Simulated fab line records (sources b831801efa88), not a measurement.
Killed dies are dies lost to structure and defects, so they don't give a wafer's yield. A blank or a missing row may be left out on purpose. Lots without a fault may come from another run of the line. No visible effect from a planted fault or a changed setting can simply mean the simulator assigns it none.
Which of the tools did it?    flow gf180mcu    33 wafers from 11 lots sampled at 5 of the route's 602 steps

## WHAT EACH GAUGE READ, for each wafer
GF_TOP_METAL_CD_MEAS_14 targets a cd of 440 nm. Usual: 439.6 nm for cdNm, sd 2.5.
lot   measured      on        cdNm (nm)                            flag
L543  day 28 10:52  cdSem-01  441.8 441.1 440.7                    
L544  day 28 13:35  cdSem-02  440.8 441.4 439.6                    
L545  day 29 03:10  cdSem-01  442.4 443.5 441.9                    
L547  day 29 13:58  cdSem-02  439.5 440.4 440.5                    
L549  day 30 07:03  cdSem-01  445.6 444.0 442.6                    
L554  day 31 14:38  cdSem-02  439.4 439.8 438.6                    
L555  day 31 21:58  cdSem-02  432.9 435.0 361.3 432.9 435.0 361.4  OFF
L556  day 32 03:25  cdSem-02  435.4 435.2 435.7                    
L560  day 33 04:16  cdSem-02  437.8 436.2 436.8                    
L563  day 33 14:28  cdSem-01  440.5 441.3 439.4                    
L565  day 34 05:26  cdSem-02  439.8 439.1 437.8                    

## EACH LOT AND THE TOOL THAT RAN IT (in order: tool; ch and the chambers of the sampled wafers; start)
lot   GF_V5_CMP_04                   GF_V5_ETCH_16                      GF_V5_SPUTTER_22             GF_TOP_METAL_EXPOSE_11
L543  cmp-02 ch 0,2,3, day 26 16:38  rieDiel-04 ch 1,2, day 27 13:55    pvdSputter-03, day 27 14:40  ilineStepper-02 ch 0, day 28 01:28
L544  cmp-01 ch 0,2,3, day 26 19:32  rieDiel-02 ch 0,2, day 27 16:14    pvdSputter-03, day 27 17:01  ilineStepper-01 ch 0, day 28 04:34
L545  cmp-02 ch 0,1,3, day 27 09:52  rieDiel-02 ch 0,2,3, day 28 06:01  pvdSputter-02, day 28 06:47  ilineStepper-02 ch 0, day 28 16:56
L547  cmp-02 ch 2,3, day 27 21:17    rieDiel-02 ch 0,2,3, day 28 17:20  pvdSputter-03, day 28 18:25  ilineStepper-02 ch 0, day 29 05:31
L549  cmp-01 ch 0,1,2, day 28 14:58  rieDiel-04 ch 0,3, day 29 11:00    pvdSputter-02, day 29 11:45  ilineStepper-01 ch 0, day 29 22:27
L554  cmp-01 ch 0,1,2, day 30 02:25  rieDiel-01 ch 1,2,3, day 30 20:07  pvdSputter-02, day 30 20:52  ilineStepper-02 ch 0, day 31 06:08
L555  cmp-01 ch 0,2, day 30 09:07    rieDiel-02 ch 0,1,2, day 31 03:31  pvdSputter-01, day 31 04:17  ilineStepper-01 ch 0, day 31 14:02
L556  cmp-02 ch 0,1, day 30 15:16    rieDiel-02 ch 2,3, day 31 09:22    pvdSputter-03, day 31 10:14  ilineStepper-02 ch 0, day 31 19:42
L560  cmp-01 ch 0,1,3, day 31 17:27  rieDiel-04 ch 0,3, day 32 10:41    pvdSputter-02, day 32 11:31  ilineStepper-02 ch 0, day 32 20:01
L563  cmp-01 ch 0,3, day 32 05:59    rieDiel-02 ch 1,2, day 32 21:46    pvdSputter-01, day 32 22:31  ilineStepper-02 ch 0, day 33 07:02
L565  cmp-01 ch 0,1,2, day 32 20:55  rieDiel-01 ch 0,1, day 33 12:49    pvdSputter-03, day 33 13:34  ilineStepper-02 ch 0, day 33 22:55
- GF_V5_CMP_04: polishes SiO2.
- GF_V5_ETCH_16: etches BARC in N2/H2.
- GF_V5_SPUTTER_22: material TiN, target thk 10 nm, time 40 s.
- GF_TOP_METAL_EXPOSE_11: exposes mask MetalTop, target cd 440 nm.

## AS READ BY THE TOOLS THEMSELVES (means over the sampled wafers that have a number; for cases with no such wafer, the mark the record gives instead)
GF_V5_CMP_04. Usual: 12.8 A for motorCurrentA, sd 1.1.
lot   tool    motorCurrentA (A)  flag
L543  cmp-02  12.7               
L544  cmp-01  12.7               
L545  cmp-02  13.1               
L547  cmp-02  13.1               
L549  cmp-01  12.2               
L554  cmp-01  11.7               
L555  cmp-01  12.1               
L556  cmp-02  13.6               
L560  cmp-01  12.1               
L563  cmp-01  12.7               
L565  cmp-01  12.1               

GF_V5_ETCH_16. Usual: drypumpMotorCurrentA 5.8 A, standard deviation 0.39; oesProductAu 0.855 a.u., standard deviation 0.0047; rfFwdPowerW 494.6 W, standard deviation 2.3; throttleValvePct 13.224 %, standard deviation 0.0082.
lot   tool        drypumpMotorCurrentA (A)  oesProductAu (a.u.)  rfFwdPowerW (W)  throttleValvePct (%)  flag
L543  rieDiel-04  5.3                       0.854                495.9            13.230                
L544  rieDiel-02  5.7                       0.860                496.5            13.224                
L545  rieDiel-02  5.8                       0.853                495.9            13.222                
L547  rieDiel-02  5.8                       0.854                496.9            13.223                
L549  rieDiel-04  5.2                       0.856                496.9            13.221                
L554  rieDiel-01  5.8                       0.857                492.4            13.227                
L555  rieDiel-02  6.1                       0.857                495.7            13.215                
L556  rieDiel-02  5.9                       0.856                495.4            13.213                
L560  rieDiel-04  5.3                       0.860                496.6            13.228                
L563  rieDiel-02  6.4                       0.854                493.8            13.223                
L565  rieDiel-01  5.6                       0.858                493.2            13.226                

GF_V5_SPUTTER_22. Usual: chamberPressurePa 5.000 Pa, standard deviation 0.011; throttleValvePct 30.0 %, standard deviation 1.2.
lot   tool           chamberPressurePa (Pa)  throttleValvePct (%)  flag
L543  pvdSputter-03  5.007                   30.4                  
L544  pvdSputter-03  4.994                   30.2                  
L545  pvdSputter-02  4.999                   29.6                  
L547  pvdSputter-03  4.996                   30.2                  
L549  pvdSputter-02  4.993                   28.3                  
L554  pvdSputter-02  5.002                   29.9                  
L555  pvdSputter-01  5.000                   28.8                  
L556  pvdSputter-03  5.002                   30.0                  
L560  pvdSputter-02  4.995                   31.1                  
L563  pvdSputter-01  4.999                   29.1                  
L565  pvdSputter-03  4.990                   30.0                  

GF_TOP_METAL_EXPOSE_11. Usual: 168.59 for exposureDoseMJCm2, sd 0.25.
lot   tool             exposureDoseMJCm2  flag
L543  ilineStepper-02  168.49             
L544  ilineStepper-01  168.92             
L545  ilineStepper-02  168.36             
L547  ilineStepper-02  168.29             
L549  ilineStepper-01  168.98             
L554  ilineStepper-02  168.49             
L555  ilineStepper-01  160.61             OFF
L556  ilineStepper-02  168.58             
L560  ilineStepper-02  168.61             
L563  ilineStepper-02  168.15             
L565  ilineStepper-02  168.45             

## THE ANSWER, worked out from the rows above alone
Rule: a lot is off if the mean of its wafers that have a number lies more than 3 standard deviations from the usual mean. A lot without any number at a reading at which 4 lots or more have one is off too. Where the step has rows for the other lots, those lots are counted as sound. The gauges are gone through in route order, then the tools' own readings, and for those a lot's mean is taken as printed above. At the first step where some lot is off, the reading lying furthest off is the one used; lots without a number count as furthest.
Off: L555 (GF_TOP_METAL_CD_MEAS_14, cdNm).
If a tool, at a process step before that reading, ran all the lots that are off and no sound lot after the first of them, it fits. Not tried: the gauges at GF_TOP_METAL_CD_MEAS_14; whatever is off there is also off at GF_TOP_METAL_EXPOSE_11, on other tools, and gauge error can't account for it. One fits: ilineStepper-01 at GF_TOP_METAL_EXPOSE_11. Its last sound lot is L549 (day 29 22:27), its first lot that is off L555 (day 31 14:02): a fault that began between those two fits.
On the lots that are off, the tool's own readings at GF_TOP_METAL_EXPOSE_11 differ by more than 5 times the standard deviation of the sound lots' means, which bears it out; exposureDoseMJCm2 reads 160.61 there versus 168.53 on the sound lots.

## WHAT HAD BEEN PUT IN BY THE SIMULATOR
Process parameters drifting: ilineStepper-01 at GF_TOP_METAL_EXPOSE_11, beginning at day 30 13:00. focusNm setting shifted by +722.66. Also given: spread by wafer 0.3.
Struck lots among those shown: L555. The rule above found the same.
